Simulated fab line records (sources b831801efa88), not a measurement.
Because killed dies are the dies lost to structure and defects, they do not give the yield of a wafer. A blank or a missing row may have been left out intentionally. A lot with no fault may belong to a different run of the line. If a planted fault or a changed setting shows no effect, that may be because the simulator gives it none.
Which tool did it? || flow sky130 || Sampling: 13 lots, 39 wafers, 4 of 708 route steps

## WHAT EACH GAUGE READ, for each wafer
SKY_LDD_N_TW_MEAS_17. Usual: for LDD_N_TW the level is 2603 and the standard deviation is 18.
{"lot": "L631", "measured": "day 17 15:24", "on": "film_metro-02", "LDD_N_TW": "2583 2588 2592", "flag": ""}
{"lot": "L632", "measured": "day 18 04:07", "on": "film_metro-02", "LDD_N_TW": "2589 2599 2597", "flag": ""}
{"lot": "L637", "measured": "day 20 08:28", "on": "film_metro-02", "LDD_N_TW": "2596 2601 2590", "flag": ""}
{"lot": "L638", "measured": "day 20 13:58", "on": "film_metro-03", "LDD_N_TW": "2627 2623 2623", "flag": ""}
{"lot": "L639", "measured": "day 21 13:38", "on": "film_metro-03", "LDD_N_TW": "2614 2611 2627", "flag": ""}
{"lot": "L641", "measured": "day 22 18:02", "on": "film_metro-03", "LDD_N_TW": "2640 2619 2627", "flag": ""}
{"lot": "L642", "measured": "day 22 19:07", "on": "film_metro-04", "LDD_N_TW": "2602 2608 2603", "flag": ""}
{"lot": "L644", "measured": "day 23 00:26", "on": "film_metro-02", "LDD_N_TW": "2580 2590 2588", "flag": ""}
{"lot": "L646", "measured": "day 23 12:55", "on": "film_metro-03", "LDD_N_TW": "2616 2626 2618", "flag": ""}
{"lot": "L650", "measured": "day 24 15:05", "on": "film_metro-02", "LDD_N_TW": "2597 2605 2596", "flag": ""}
{"lot": "L652", "measured": "day 25 10:04", "on": "film_metro-02", "LDD_N_TW": "2605 2599 2588", "flag": ""}
{"lot": "L653", "measured": "day 25 18:24", "on": "film_metro-02", "LDD_N_TW": "2602 2598 2593", "flag": ""}
{"lot": "L654", "measured": "day 26 20:47", "on": "film_metro-02", "LDD_N_TW": "2586 2589 2585", "flag": ""}

SKY_LDD_P_CD_MEAS_07 targets a cd of 380 nm. Usual: cd_nm at 379 nm, with a standard deviation of 3.3.
{"lot": "L631", "measured": "day 18 20:20", "on": "cd_sem-01", "cd_nm (nm)": "381 379 378", "flag": ""}
{"lot": "L632", "measured": "day 19 10:17", "on": "cd_sem-02", "cd_nm (nm)": "386 388 388", "flag": ""}
{"lot": "L637", "measured": "day 21 16:24", "on": "cd_sem-01", "cd_nm (nm)": "377 378 377", "flag": ""}
{"lot": "L638", "measured": "day 21 21:15", "on": "cd_sem-02", "cd_nm (nm)": "378 378 375", "flag": ""}
{"lot": "L639", "measured": "day 22 19:43", "on": "cd_sem-02", "cd_nm (nm)": "383 385 385", "flag": ""}
{"lot": "L641", "measured": "day 24 00:13", "on": "cd_sem-02", "cd_nm (nm)": "380 377 380", "flag": ""}
{"lot": "L642", "measured": "day 24 01:28", "on": "cd_sem-02", "cd_nm (nm)": "380 378 378", "flag": ""}
{"lot": "L644", "measured": "day 24 05:22", "on": "cd_sem-02", "cd_nm (nm)": "377 375 376", "flag": ""}
{"lot": "L646", "measured": "day 24 18:58", "on": "cd_sem-02", "cd_nm (nm)": "385 381 383", "flag": ""}
{"lot": "L650", "measured": "day 25 21:14", "on": "cd_sem-02", "cd_nm (nm)": "377 380 378", "flag": ""}
{"lot": "L652", "measured": "day 26 15:19", "on": "cd_sem-01", "cd_nm (nm)": "379 377 379", "flag": ""}
{"lot": "L653", "measured": "day 26 23:59", "on": "cd_sem-01", "cd_nm (nm)": "384 383 383", "flag": ""}
{"lot": "L654", "measured": "day 28 01:34", "on": "cd_sem-01", "cd_nm (nm)": "387 384 385", "flag": ""}

SKY_SD_P_OVL_MEAS_08. Usual: for SD_P_OVL the level is 0.5 nm and the standard deviation is 1.7.
{"lot": "L631", "measured": "day 25 08:23", "on": "overlay-02", "SD_P_OVL (nm)": "3.1 3.2 3.4", "flag": ""}
{"lot": "L632", "measured": "day 25 21:19", "on": "overlay-02", "SD_P_OVL (nm)": "0.4 1.6 -0.2", "flag": ""}
{"lot": "L637", "measured": "day 27 23:17", "on": "overlay-02", "SD_P_OVL (nm)": "-1.7 -0.8 -1.9", "flag": ""}
{"lot": "L638", "measured": "day 28 04:54", "on": "overlay-02", "SD_P_OVL (nm)": "-1.1 0.3 -3.5", "flag": ""}
{"lot": "L639", "measured": "day 29 03:35", "on": "overlay-02", "SD_P_OVL (nm)": "0.3 0.6 0.4", "flag": ""}
{"lot": "L641", "measured": "day 30 03:32", "on": "overlay-01", "SD_P_OVL (nm)": "-0.4 0.8 0.5", "flag": ""}
{"lot": "L642", "measured": "day 30 06:47", "on": "overlay-02", "SD_P_OVL (nm)": "1.9 3.1 2.9", "flag": ""}
{"lot": "L644", "measured": "day 30 09:33", "on": "overlay-02", "SD_P_OVL (nm)": "-3.1 -0.3 -1.3", "flag": ""}
{"lot": "L646", "measured": "day 30 21:17", "on": "overlay-01", "SD_P_OVL (nm)": "-1.7 0.0 -2.8", "flag": ""}
{"lot": "L650", "measured": "day 31 21:44", "on": "overlay-02", "SD_P_OVL (nm)": "-0.5 3.0 1.1", "flag": ""}
{"lot": "L652", "measured": "day 32 15:15", "on": "overlay-01", "SD_P_OVL (nm)": "-1.3 0.3 1.7", "flag": ""}
{"lot": "L653", "measured": "day 32 23:26", "on": "overlay-02", "SD_P_OVL (nm)": "1.6 0.6 2.4", "flag": ""}
{"lot": "L654", "measured": "day 33 22:04", "on": "overlay-02", "SD_P_OVL (nm)": "4.4 3.1 3.5", "flag": ""}

## WHAT TOOL EACH LOT RAN ON (gives the tool, then ch and the chambers of the sampled wafers, and finally the start)
{"lot": "L631", "SKY_LDD_LDN_CLEAN_14": "wet_bench-04 ch 1, day 22 17:12"}
{"lot": "L632", "SKY_LDD_LDN_CLEAN_14": "wet_bench-02 ch 2, day 23 07:42"}
{"lot": "L637", "SKY_LDD_LDN_CLEAN_14": "wet_bench-01 ch 0, day 25 11:51"}
{"lot": "L638", "SKY_LDD_LDN_CLEAN_14": "wet_bench-01 ch 2, day 25 16:02"}
{"lot": "L639", "SKY_LDD_LDN_CLEAN_14": "wet_bench-04 ch 0, day 26 14:39"}
{"lot": "L641", "SKY_LDD_LDN_CLEAN_14": "wet_bench-02 ch 0, day 27 17:18"}
{"lot": "L642", "SKY_LDD_LDN_CLEAN_14": "wet_bench-01 ch 0, day 27 19:05"}
{"lot": "L644", "SKY_LDD_LDN_CLEAN_14": "wet_bench-04 ch 1, day 27 22:41"}
{"lot": "L646", "SKY_LDD_LDN_CLEAN_14": "wet_bench-04 ch 2, day 28 11:15"}
{"lot": "L650", "SKY_LDD_LDN_CLEAN_14": "wet_bench-02 ch 0, day 29 12:39"}
{"lot": "L652", "SKY_LDD_LDN_CLEAN_14": "wet_bench-04 ch 3, day 30 06:35"}
{"lot": "L653", "SKY_LDD_LDN_CLEAN_14": "wet_bench-01 ch 1, day 30 13:02"}
{"lot": "L654", "SKY_LDD_LDN_CLEAN_14": "wet_bench-02 ch 3, day 31 14:15"}
- SKY_LDD_LDN_CLEAN_14: cleans in SC1/SC2, time 150 s.

## WHAT THE TOOLS THEMSELVES READ (means of the sampled wafers that have a number; where no wafer has one, the mark that the record gives instead)
SKY_LDD_LDN_CLEAN_14. Usual: run_length_s at 177.3 s, with a standard deviation of 2.7.
{"lot": "L631", "tool": "wet_bench-04", "run_length_s (s)": 174.6, "flag": ""}
{"lot": "L632", "tool": "wet_bench-02", "run_length_s (s)": 177.3, "flag": ""}
{"lot": "L637", "tool": "wet_bench-01", "run_length_s (s)": 176.5, "flag": ""}
{"lot": "L638", "tool": "wet_bench-01", "run_length_s (s)": 178.3, "flag": ""}
{"lot": "L639", "tool": "wet_bench-04", "run_length_s (s)": 175.3, "flag": ""}
{"lot": "L641", "tool": "wet_bench-02", "run_length_s (s)": 173.8, "flag": ""}
{"lot": "L642", "tool": "wet_bench-01", "run_length_s (s)": 175.4, "flag": ""}
{"lot": "L644", "tool": "wet_bench-04", "run_length_s (s)": 182.5, "flag": ""}
{"lot": "L646", "tool": "wet_bench-04", "run_length_s (s)": 177.0, "flag": ""}
{"lot": "L650", "tool": "wet_bench-02", "run_length_s (s)": 182.2, "flag": ""}
{"lot": "L652", "tool": "wet_bench-04", "run_length_s (s)": 113.1, "flag": "OFF"}
{"lot": "L653", "tool": "wet_bench-01", "run_length_s (s)": 181.8, "flag": ""}
{"lot": "L654", "tool": "wet_bench-02", "run_length_s (s)": 173.4, "flag": ""}

## THE ANSWER, worked out from the rows above alone
Rule: a lot is off if the mean of its wafers that have a number lies more than 3 standard deviations from the usual mean. Also off: a lot with no number at a reading for which 4 or more lots have one. Where the step has rows for the other lots, those lots are counted as sound. After the gauges, taken in route order, come the tools' own readings; for these a lot's mean is taken, as printed above. At the first step where some lot is off, the reading lying furthest off is the one used; lots without a number count as furthest.
Off at SKY_LDD_LDN_CLEAN_14 (run_length_s): L652.
A tool fits if, at that step or a process step before it, it ran every lot that is off, and no sound lot after the first of them. One fits: SKY_LDD_LDN_CLEAN_14 on wet_bench-04. Its last sound lot is L646 (day 28 11:15), its first lot that is off L652 (day 30 06:35): a fault that began between those two fits.
The tool's own readings at SKY_LDD_LDN_CLEAN_14 bear it out: on the lots that are off they differ by more than 5 times the standard deviation of the sound lots' means. run_length_s reads 113.1 s there against 177.3 s on the sound lots.

## WHAT THE SIMULATOR HAD PUT IN
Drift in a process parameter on wet_bench-04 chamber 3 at SKY_LDD_LDN_CLEAN_14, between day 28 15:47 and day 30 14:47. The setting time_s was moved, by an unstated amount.
Lots struck among those shown: L652. Same finding as the rule above.
